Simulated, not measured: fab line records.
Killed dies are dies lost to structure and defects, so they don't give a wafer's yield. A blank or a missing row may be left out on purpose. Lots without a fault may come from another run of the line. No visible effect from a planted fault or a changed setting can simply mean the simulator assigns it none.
Matching of chambers || flow sky130 || SKY_CAP2M_CVD_00 on pecvd-04: 3 sister chambers
The step deposits SiO2, target thk 15.5 nm. 6 wafers are shown with their chamber, then 8 later ones without.

## WAFERS, EACH WITH ITS CHAMBER
{"wafer": "L082.2", "chamber": 0, "heaterPowerW (W)": 804, "susceptorTempC (C)": 400.06}
{"wafer": "L082.3", "chamber": 2, "heaterPowerW (W)": 575, "susceptorTempC (C)": 399.94}
{"wafer": "L090.4", "chamber": 1, "heaterPowerW (W)": 627, "susceptorTempC (C)": 400.19}
{"wafer": "L090.5", "chamber": 0, "heaterPowerW (W)": 892, "susceptorTempC (C)": 400.02}
{"wafer": "L090.6", "chamber": 2, "heaterPowerW (W)": 527, "susceptorTempC (C)": 400.14}
{"wafer": "L092.1", "chamber": 1, "heaterPowerW (W)": 589, "susceptorTempC (C)": 400.03}

## WAFERS WITH NO CHAMBER GIVEN
{"wafer": "L092.4", "heaterPowerW (W)": 830, "susceptorTempC (C)": 399.59}
{"wafer": "L092.5", "heaterPowerW (W)": 483, "susceptorTempC (C)": 399.49}
{"wafer": "L095.1", "heaterPowerW (W)": 485, "susceptorTempC (C)": 399.55}
{"wafer": "L095.5", "heaterPowerW (W)": 488, "susceptorTempC (C)": 399.73}
{"wafer": "L095.6", "heaterPowerW (W)": 730, "susceptorTempC (C)": 399.69}
{"wafer": "L096.2", "heaterPowerW (W)": 556, "susceptorTempC (C)": 399.67}
{"wafer": "L096.3", "heaterPowerW (W)": 820, "susceptorTempC (C)": 399.99}
{"wafer": "L096.5", "heaterPowerW (W)": 820, "susceptorTempC (C)": 400.48}

## EACH ONE'S CHAMBER
{"wafer": "L092.4", "from the rows above": 0, "in truth": 0}
{"wafer": "L092.5", "from the rows above": "can't be placed: 2 or 1", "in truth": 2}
{"wafer": "L095.1", "from the rows above": "can't be placed: 2 or 1", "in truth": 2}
{"wafer": "L095.5", "from the rows above": "can't be placed: 2 or 1", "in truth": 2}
{"wafer": "L095.6", "from the rows above": "can't be placed: 0 or 1 or 2", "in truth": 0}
{"wafer": "L096.2", "from the rows above": "can't be placed: 2 or 1", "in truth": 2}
{"wafer": "L096.3", "from the rows above": 0, "in truth": 0}
{"wafer": "L096.5", "from the rows above": "can't be placed: 0 or 1", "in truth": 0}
Correctly placed: 2 of 8. From these rows, 6 cannot be placed; in 6 the true chamber is one of the candidates. Number placed wrongly: 0.
How it was worked out, from the rows above alone: a wafer's distance from a chamber is the root of the sum, over the readings, of the square of ((its reading less the chamber's mean) divided by the reading's scatter). The wafer belongs to the nearest chamber; if the next one is less than 2 further off, it can't be placed. The mean given for a chamber averages the wafers shown for that chamber. The scatter: the root of (the sum of the squares of (reading less its chamber's mean) over the shown wafers, divided by (wafers less chambers)).
